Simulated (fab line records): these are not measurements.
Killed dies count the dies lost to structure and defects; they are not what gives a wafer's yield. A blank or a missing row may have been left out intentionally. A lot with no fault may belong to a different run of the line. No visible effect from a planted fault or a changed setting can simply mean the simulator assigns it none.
Split-lot study | flow sfq-line | 5 lots, 23 wafers read, on a route of 325 steps

## SPLIT DETAILS
At SFQ_TRILAYER_M5_LITHO_EXPOSE_124 (exposes mask M5, target cd 700 nm), the setting dose-mj was moved away from the recipe's 14.4 on 6 of the 23 wafers read, by -7.3% to -6.2%. For the rest of the wafers, this setting stayed at what the recipe calls for.

## FROM THE SPLIT TO THE READING: what the file shows between them, 2 steps
- SFQ_TRILAYER_M5_LITHO_PEB_126: peb time 60 s
- SFQ_TRILAYER_M5_LITHO_DEVELOP_125: time 60 s

## THE READING
M5.cd-nm (the simulator's own value, which no gauge read), in nm, at SFQ_TRILAYER_M5_BARC_OPEN_METAL_ETCH_161 (etches BARC in O2, target depth 125 nm, time 41.7 s). There is no usual value for it anywhere in the file. Here, 17 wafers ran the recipe; their average is 699.7 nm with a standard deviation of 1.5 nm.

wafer  | tool, chamber at the split | dose-mj as run | against the recipe | M5.cd-nm, nm | against lot-mates on the recipe
L078.4 | krf-scanner-01, 0          | 14.4           | recipe             | 700.4        | -
L078.5 | krf-scanner-01, 0          | 14.4           | recipe             | 700.9        | -
L078.6 | krf-scanner-01, 0          | 14.4           | recipe             | 701.3        | -
L079.1 | krf-scanner-02, 0          | 14.4           | recipe             | 697.9        | -
L079.3 | krf-scanner-02, 0          | 14.4           | recipe             | 697.7        | -
L079.4 | krf-scanner-02, 0          | 14.4           | recipe             | 701.6        | -
L079.5 | krf-scanner-02, 0          | 14.4           | recipe             | 696.7        | -
L079.6 | krf-scanner-02, 0          | 14.4           | recipe             | 701.5        | -
L080.1 | krf-scanner-02, 0          | 14.4           | recipe             | 699.1        | -
L080.2 | krf-scanner-02, 0          | 13.35          | -7.3%              | 710          | +11.3
L080.3 | krf-scanner-02, 0          | 14.4           | recipe             | 698.3        | -
L080.4 | krf-scanner-02, 0          | 13.35          | -7.3%              | 711.7        | +13.0
L080.6 | krf-scanner-02, 0          | 13.35          | -7.3%              | 709.9        | +11.2
L084.1 | krf-scanner-01, 0          | 13.51          | -6.2%              | 710.4        | +10.5
L084.2 | krf-scanner-01, 0          | 14.4           | recipe             | 699.6        | -
L084.4 | krf-scanner-01, 0          | 13.51          | -6.2%              | 709.8        | +9.9
L084.5 | krf-scanner-01, 0          | 13.51          | -6.2%              | 708.9        | +9.0
L084.6 | krf-scanner-01, 0          | 14.4           | recipe             | 700.1        | -
L085.1 | krf-scanner-02, 0          | 14.4           | recipe             | 699.8        | -
L085.2 | krf-scanner-02, 0          | 14.4           | recipe             | 700.4        | -
L085.3 | krf-scanner-02, 0          | 14.4           | recipe             | 699.5        | -
L085.5 | krf-scanner-02, 0          | 14.4           | recipe             | 701.9        | -
L085.6 | krf-scanner-02, 0          | 14.4           | recipe             | 698.6        | -

THE FIT
A straight line over all 23 wafers: M5.cd-nm changes by -1.54 nm for each +1% of dose-mj; r = -0.96; the points scatter about the line by 1.4 nm.
The same after taking each lot's own level away (the mean of its wafers on the recipe; 23 wafers): -1.61 nm for each +1%; r = -0.97; scatter 1.2 nm.
According to that fit, moving dose-mj by its largest amount changes the reading by 12 nm.
The span of the lots' own levels, 698.70 to 700.87 nm, comes to 1.5 times the standard deviation stated above.
The two slopes are in agreement: the lot-to-lot level therefore moves the slope only a little.
Check: with one of the wafers moved furthest among these (-7.3%) left out of the fit, the line predicts +11.9 nm for it against its lot-mates. Against them it came out at +11.3 nm.

## OTHER SPLITS ON THESE WAFERS
These wafers also went through other splits before the reading. Each is held against what the fit with the lots' levels taken away leaves over:
other split on the same wafers                   | wafers away from the commonest value | r with M5.cd-nm (lot level and that fit taken away)
SFQ_TRILAYER_I4_VIA_ETCH_VIA_ETCH_106 source-w   | 9                                    | -0.13
SFQ_TRILAYER_JJ_TRILAYER_DEP_SPUTTER_110 power-w | 10                                   | -0.38
SFQ_TRILAYER_JJ_CE_LITHO_COAT_114 resist-thk-nm  | 8                                    | -0.33
SFQ_TRILAYER_JJ_CE_BARC_OPEN_RIE_150 icp-w       | 6                                    | -0.29

## THE FILE'S OWN FIT
M5.cd-nm changes by -1.61 nm for each +1% of dose-mj, r = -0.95.
